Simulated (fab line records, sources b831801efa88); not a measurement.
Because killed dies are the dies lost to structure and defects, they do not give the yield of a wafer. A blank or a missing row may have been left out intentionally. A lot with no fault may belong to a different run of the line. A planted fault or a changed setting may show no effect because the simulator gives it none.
Problem report, 8D (eight disciplines) form, completed by code | flow sfqLine | the parts of the form that need people (team, actions taken, sign-off) are left out

## 1. THE ISSUE
M1_NB_RS at SFQ_M1_RS_MEAS_909 reads a mean of 0.994 ohm/sq on 1 wafer of 1 lot; wafers without a fault read 0.893 ohm/sq with a standard deviation of 0.0096. Measured from the usual mean, that is +11 standard deviations.
The step: measures by four-point-probe.
The first sign was on wafer L417.5 at day 24 08:11, on filmMetro-02. The record holds 39 wafers of 13 lots with a number at this step. The rule behind "out" and "out of limits": a value lying over 4 standard deviations away from the usual mean. The rest of the wafers with a number are treated as sound.

## 2. WHAT IT IS; WHAT IT IS NOT
question                    | is                | is not
which readings at this step | M1_NB_RS          | -
which lots                  | L417              | L403, L404, L405, L406, L407, L408, L410, L411, L421, L424, L425, L426
which wafers of those lots  | L417.5            | L417.2, L417.6
read on which gauges        | filmMetro-02      | filmMetro-04
when                        | from day 24 08:11 | up to then (26 sound wafers); but 12 sound wafers of L421, L424, L425, L426 came after

## 3. SUSPECTS, AND WHAT RULES EACH OUT
Counting: any tool at a process step up to the reading remains a suspect provided it ran every lot that is out. Sound lots after the first of them don't rule it out here, since some wafers of a struck lot are sound.
- the gauge at SFQ_M1_RS_MEAS_909 has been ruled out. All the wafers that are out were read on filmMetro-02, but those of them that SFQ_TRILAYER_M1_ETCH_METAL_ETCH_042 has rows for are out there too, on other tools.
- rieMetal-04 at SFQ_TRILAYER_L0_STRIP_STRIP_009 (strips in O2): kept. It processed L417, the lot that is out, at day 7 15:28, and its most recent sound lot before then was L410 at day 6 04:07.
- pvdSputter-04 at SFQ_TRILAYER_M1_DEP_SPUTTER_037 (material Nb, target thk 200 nm, time 133.3 s): kept. It processed L417, the lot that is out, at day 24 08:04, and its most recent sound lot before then was L403 at day 17 10:20.
The count leaves pvdSputter-04 at SFQ_TRILAYER_M1_DEP_SPUTTER_037 and rieMetal-04 at SFQ_TRILAYER_L0_STRIP_STRIP_009.

## 4. THE CAUSE (what the simulator had put in)
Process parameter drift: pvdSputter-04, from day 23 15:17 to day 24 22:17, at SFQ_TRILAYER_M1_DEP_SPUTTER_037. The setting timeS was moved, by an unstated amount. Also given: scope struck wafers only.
This tool is one of the 2 suspects left after counting.

## 5. THE EFFECT CHAIN, in route order
Rows list readings where the struck wafers' mean (over those with a number) sits beyond 3 standard deviations from the usual. Only readings for which the record gives a usual standard deviation are gone through. hours: the time from each lot's start at the first step in this table that gives one to its start at this step, as a median over the lots. sigmas: the change in usual standard deviations.
hours | step                                | reading      | usual        | on struck wafers | change | sigmas
0     | SFQ_M1_RS_MEAS_909                  | M1_NB_RS     | 0.893 ohm/sq | 0.994            | +0.101 | +11
155   | SFQ_TRILAYER_M1_ETCH_METAL_ETCH_042 | oesProductAu | 0.892 a.u.   | 0.845            | -0.047 | -6.9
Process steps it contains:
- SFQ_TRILAYER_M1_ETCH_METAL_ETCH_042: etches Nb in Cl2/Ar, stops on SiO2, target depth 240 nm, time 120 s.
Later measuring or inspecting steps at which every struck wafer that the step has a row for has a number for every such reading, and none has moved that far: SFQ_I2_OVL_MEAS_918.

## 6. HOW IT WOULD HAVE BEEN CAUGHT EARLIER
In this record the first reading out of limits at a measuring or inspecting step was taken at day 24 08:11, 17 hours after the fault began at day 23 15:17.
An alarm limit of 4 standard deviations would not have fired on the tool readings at SFQ_TRILAYER_M1_DEP_SPUTTER_037 for which the record gives a usual standard deviation, since none of them was out on any struck wafer.
All the lots that are out (1) had begun SFQ_TRILAYER_M1_DEP_SPUTTER_037 on pvdSputter-04 by day 24 08:11. A hold on the tool at that time would have spared none of them.
